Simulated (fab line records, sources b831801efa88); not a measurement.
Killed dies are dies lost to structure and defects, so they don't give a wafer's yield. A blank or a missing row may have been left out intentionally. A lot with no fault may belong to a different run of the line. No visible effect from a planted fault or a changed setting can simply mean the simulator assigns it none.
Chamber matching    flow sky130    rie_diel-01 running SKY_FIELD_ISO_ETCH_14: 4 sister chambers
The step etches BARC in N2/H2, stops on SiO2, time 45.9 s, target depth 60 nm. 4 wafers are shown with their chamber, then 8 later ones without.

## WAFERS, EACH WITH ITS CHAMBER
wafer   chamber  drypump_motor_current_A (A)
L085.3  1        6.00
L085.4  2        6.30
L089.1  3        5.43
L094.2  0        5.55

## WAFERS WHOSE CHAMBER IS MISSING
wafer   drypump_motor_current_A (A)
L094.5  6.32
L094.6  5.41
L095.3  5.46
L095.4  5.98
L095.5  6.30
L096.1  5.98
L096.4  5.99
L096.6  5.45

## WHICH CHAMBER EACH WENT THROUGH
wafer   from the rows above  in truth
L094.5  2                    2
L094.6  3                    3
L095.3  3                    3
L095.4  1                    1
L095.5  2                    2
L096.1  1                    1
L096.4  1                    1
L096.6  3                    3
Correct placement for 8 of the 8. Can't be placed from these rows: 0. Wrongly placed: 0.
How it was worked out, from the rows above alone: a wafer's distance from a chamber is the root of the sum, over the readings, of the square of ((its reading less the chamber's mean) divided by the reading's scatter). If the next closest chamber is less than 2 further off than the closest, the wafer can't be placed; otherwise it belongs to the closest. Each chamber's mean is taken over the wafers shown for it. The scatter: with one shown wafer a chamber, the root of the mean of the squares of how far each hidden wafer lies from its nearest shown one.
